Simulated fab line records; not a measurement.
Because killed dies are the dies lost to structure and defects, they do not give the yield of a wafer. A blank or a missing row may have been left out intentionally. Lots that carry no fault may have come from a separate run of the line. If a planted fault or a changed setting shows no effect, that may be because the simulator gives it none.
Matching of chambers / flow gf180mcu / GF_V5_CMP_26 on cmp-02 has 4 sister chambers
The step polishes, stops on SiO2, t overpolish 15 s, target thk 0 nm. 4 wafers are shown with their chamber, then 11 later ones without.

== EACH WAFER AND ITS CHAMBER ==
wafer=L672.6; chamber=2; motor-current-A (A)=9.8
wafer=L675.5; chamber=1; motor-current-A (A)=9.9
wafer=L675.6; chamber=0; motor-current-A (A)=11.6
wafer=L678.2; chamber=3; motor-current-A (A)=11.6

== WAFERS MISSING THEIR CHAMBER ==
wafer=L678.4; motor-current-A (A)=10.6
wafer=L678.6; motor-current-A (A)=10.5
wafer=L679.1; motor-current-A (A)=10.3
wafer=L679.4; motor-current-A (A)=11.2
wafer=L679.5; motor-current-A (A)=11.5
wafer=L681.1; motor-current-A (A)=10.2
wafer=L681.4; motor-current-A (A)=11.1
wafer=L681.6; motor-current-A (A)=10.3
wafer=L682.3; motor-current-A (A)=11.3
wafer=L682.4; motor-current-A (A)=9.5
wafer=L682.5; motor-current-A (A)=10.4

== CHAMBER TAKEN BY EACH ==
wafer=L678.4; from the rows above=can't be placed: 1 or 2 or 0 or 3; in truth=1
wafer=L678.6; from the rows above=can't be placed: 1 or 2 or 0 or 3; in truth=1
wafer=L679.1; from the rows above=can't be placed: 1 or 2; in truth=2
wafer=L679.4; from the rows above=can't be placed: 0 or 3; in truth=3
wafer=L679.5; from the rows above=can't be placed: 0 or 3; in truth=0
wafer=L681.1; from the rows above=can't be placed: 1 or 2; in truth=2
wafer=L681.4; from the rows above=can't be placed: 0 or 3 or 1 or 2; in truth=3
wafer=L681.6; from the rows above=can't be placed: 1 or 2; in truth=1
wafer=L682.3; from the rows above=can't be placed: 0 or 3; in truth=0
wafer=L682.4; from the rows above=can't be placed: 2 or 1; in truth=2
wafer=L682.5; from the rows above=can't be placed: 1 or 2 or 0 or 3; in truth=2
Correct placement for 0 of the 11. Can't be placed from these rows: 11 (the true chamber is among the candidates in 11). 0 placed wrongly.
How it was worked out, from the rows above alone: a wafer's distance from a chamber is the root of the sum, over the readings, of the square of ((its reading less the chamber's mean) divided by the reading's scatter). The wafer belongs to the nearest chamber; if the next one is less than 2 further off, it can't be placed. A chamber's mean is the mean of its shown wafers. The scatter: with one shown wafer a chamber, the root of the mean of the squares of how far each hidden wafer lies from its nearest shown one.
